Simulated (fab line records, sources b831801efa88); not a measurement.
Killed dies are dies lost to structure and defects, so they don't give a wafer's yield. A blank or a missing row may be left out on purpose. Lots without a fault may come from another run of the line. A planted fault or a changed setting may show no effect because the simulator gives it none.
Which tool did it? | flow gf180mcu | 11 lots, 33 wafers sampled, at 5 steps of a route of 602

WHAT THE GAUGES READ, wafer by wafer
GF_M3_OVL_MEAS_15. Usual: M3_OVL 2 nm, standard deviation 5.6.
lot  | measured     | on         | M3_OVL (nm) | flag
L766 | day 21 19:25 | overlay-02 | 3 2 7       |
L768 | day 22 04:09 | overlay-01 | 2 3 6       |
L769 | day 22 13:18 | overlay-02 | 2 -3 -8     |
L772 | day 23 09:19 | overlay-01 | 5 3 6       |
L773 | day 23 19:27 | overlay-01 | -1 0 -6     |
L778 | day 25 04:01 | overlay-02 | 13 3 7      |
L781 | day 26 13:34 | overlay-02 | 1 5 1       |
L783 | day 27 18:32 | overlay-02 | -8 -4 -5    |
L784 | day 28 04:07 | overlay-02 | 11 16 7     |
L787 | day 28 13:45 | overlay-02 | -3 -5 -10   |
L786 | day 28 21:52 | overlay-02 | 6 13 0      |

GF_V3_THK_MEAS_01. Usual: V3_CVD_00_THK 600 nm, standard deviation 6.2.
lot  | measured     | on            | V3_CVD_00_THK (nm) | flag
L766 | day 21 20:11 | film_metro-04 | 596 600 592        |
L768 | day 22 04:55 | film_metro-03 | 593 600 591        |
L769 | day 22 14:05 | film_metro-03 | 596 595 602        |
L772 | day 23 10:11 | film_metro-02 | 599 604 591        |
L773 | day 23 20:34 | film_metro-04 | 591 593 594        |
L778 | day 25 04:46 | film_metro-04 | 595 604 595        |
L781 | day 26 14:25 | film_metro-03 | 597 609 602        |
L783 | day 27 19:18 | film_metro-04 | 594 602 602        |
L784 | day 28 04:53 | film_metro-04 | 596 596 603        |
L787 | day 28 14:32 | film_metro-04 | 601 593 595        |
L786 | day 28 22:37 | film_metro-03 | 590 599 592        |

WHICH TOOL RAN EACH LOT (tool, then ch and the chambers of the sampled wafers, then the start)
lot  | GF_M3_SPUTTER_00             | GF_M3_METAL_ETCH_16               | GF_M3_STRIP_17
L766 | pvd_sputter-03, day 20 19:34 | rie_metal-04 ch 0,1, day 21 19:27 | plasma_asher-02 ch 0,1, day 21 19:34
L768 | pvd_sputter-01, day 21 04:29 | rie_metal-04 ch 0,1, day 22 04:11 | plasma_asher-04 ch 0,1, day 22 04:18
L769 | pvd_sputter-01, day 21 13:32 | rie_metal-02 ch 0,1, day 22 13:20 | plasma_asher-02 ch 0,1, day 22 13:27
L772 | pvd_sputter-02, day 22 10:11 | rie_metal-02 ch 0,1, day 23 09:21 | plasma_asher-04 ch 0,1, day 23 09:28
L773 | pvd_sputter-01, day 22 20:01 | rie_metal-02 ch 0,1, day 23 19:29 | plasma_asher-02 ch 0,1, day 23 19:36
L778 | pvd_sputter-02, day 24 05:49 | rie_metal-01 ch 0,1, day 25 04:02 | plasma_asher-02 ch 0,1, day 25 04:09
L781 | pvd_sputter-01, day 25 16:10 | rie_metal-02 ch 0,1, day 26 13:37 | plasma_asher-04 ch 0,1, day 26 13:44
L783 | pvd_sputter-03, day 26 21:58 | rie_metal-01 ch 0,1, day 27 18:35 | plasma_asher-01 ch 0,1, day 27 18:42
L784 | pvd_sputter-03, day 27 07:49 | rie_metal-04 ch 0,1, day 28 04:09 | plasma_asher-04 ch 0,1, day 28 04:16
L787 | pvd_sputter-01, day 27 17:58 | rie_metal-02 ch 0,1, day 28 13:47 | plasma_asher-04 ch 1, day 28 13:54
L786 | pvd_sputter-01, day 28 02:43 | rie_metal-02 ch 0,1, day 28 21:53 | plasma_asher-04 ch 0,1, day 28 22:00
- GF_M3_SPUTTER_00: material Ti, target thk 37.5 nm, time 150 s.
- GF_M3_METAL_ETCH_16: etches the open film in Cl2/BCl3, stops on SiO2, target depth 627.5 nm, time 104.6 s.
- GF_M3_STRIP_17: strips in O2/N2.

WHAT THE TOOLS THEMSELVES READ (means of the sampled wafers that have a number; where no wafer has one, the mark that the record gives instead)
GF_M3_SPUTTER_00. Usual: throttle_valve_pct 30.1 %, standard deviation 1.5.
lot  | tool           | throttle_valve_pct (%) | flag
L766 | pvd_sputter-03 | 29.4                   |
L768 | pvd_sputter-01 | 31.7                   |
L769 | pvd_sputter-01 | 32.7                   |
L772 | pvd_sputter-02 | 29.7                   |
L773 | pvd_sputter-01 | 31.4                   |
L778 | pvd_sputter-02 | 29.4                   |
L781 | pvd_sputter-01 | 32.1                   |
L783 | pvd_sputter-03 | 30.1                   |
L784 | pvd_sputter-03 | 28.3                   |
L787 | pvd_sputter-01 | 32.0                   |
L786 | pvd_sputter-01 | 31.5                   |

GF_M3_METAL_ETCH_16. Usual: bias_w 140.1 W, standard deviation 0.41; drypump_motor_current_A 5.9 A, standard deviation 0.82; oes_product_au 0.973 a.u., standard deviation 0.006; throttle_valve_pct 28.247 %, standard deviation 0.0094.
lot  | tool         | bias_w (W) | drypump_motor_current_A (A) | oes_product_au (a.u.) | throttle_valve_pct (%) | flag
L766 | rie_metal-04 | 139.7      | 6.6                         | 0.974                 | 28.247                 |
L768 | rie_metal-04 | 140.1      | 6.6                         | 0.971                 | 28.248                 |
L769 | rie_metal-02 | 140.2      | 6.1                         | 0.972                 | 28.249                 |
L772 | rie_metal-02 | 183.2      | 6.4                         | 0.980                 | 28.244                 | OFF
L773 | rie_metal-02 | 183.0      | 6.0                         | 0.974                 | 28.257                 | OFF
L778 | rie_metal-01 | 140.0      | 5.0                         | 0.983                 | 28.246                 |
L781 | rie_metal-02 | 139.5      | 6.4                         | 0.975                 | 28.248                 |
L783 | rie_metal-01 | 140.2      | 5.1                         | 0.979                 | 28.243                 |
L784 | rie_metal-04 | 140.3      | 6.7                         | 0.967                 | 28.251                 |
L787 | rie_metal-02 | 139.7      | 6.0                         | 0.977                 | 28.251                 |
L786 | rie_metal-02 | 139.4      | 6.4                         | 0.973                 | 28.241                 |

GF_M3_STRIP_17. Usual: drypump_motor_current_A 5.65 A, standard deviation 0.21; heater_power_w 329 W, standard deviation 42; oes_product_au 0.557 a.u., standard deviation 0.0041; strip_time_to_endpoint_s 7.88 s, standard deviation 0.042.
lot  | tool            | drypump_motor_current_A (A) | heater_power_w (W) | oes_product_au (a.u.) | strip_time_to_endpoint_s (s) | flag
L766 | plasma_asher-02 | 5.42                        | 320                | 0.556                 | 7.87                         |
L768 | plasma_asher-04 | 5.68                        | 337                | 0.556                 | 7.97                         |
L769 | plasma_asher-02 | 5.58                        | 323                | 0.554                 | 7.85                         |
L772 | plasma_asher-04 | 5.72                        | 373                | 0.548                 | 7.59                         | OFF
L773 | plasma_asher-02 | 5.41                        | 315                | 0.548                 | 7.69                         | OFF
L778 | plasma_asher-02 | 5.41                        | 318                | 0.558                 | 7.92                         |
L781 | plasma_asher-04 | 5.67                        | 340                | 0.558                 | 7.85                         |
L783 | plasma_asher-01 | 5.86                        | 295                | 0.554                 | 7.82                         |
L784 | plasma_asher-04 | 5.70                        | 377                | 0.555                 | 7.92                         |
L787 | plasma_asher-04 | 5.75                        | 401                | 0.558                 | 7.87                         |
L786 | plasma_asher-04 | 5.69                        | 337                | 0.557                 | 7.86                         |

THE ANSWER, worked out from the rows above alone
Rule: a lot is off if the mean of its wafers that have a number lies more than 3 standard deviations from the usual mean. A lot without any number at a reading at which 4 lots or more have one is off too. The other lots that the step has rows for count as sound. The gauges are gone through in route order, then the tools' own readings, and for those a lot's mean is taken as printed above. The first step at which some lot is off is used, and at that step the reading that is off furthest; a lot without a number counts as furthest.
Off: L772, L773, at GF_M3_METAL_ETCH_16 (bias_w).
A tool fits if, at that step or a process step before it, it ran every lot that is off, and no sound lot after the first of them. None of those tried fits.

WHAT THE SIMULATOR HAD PUT IN
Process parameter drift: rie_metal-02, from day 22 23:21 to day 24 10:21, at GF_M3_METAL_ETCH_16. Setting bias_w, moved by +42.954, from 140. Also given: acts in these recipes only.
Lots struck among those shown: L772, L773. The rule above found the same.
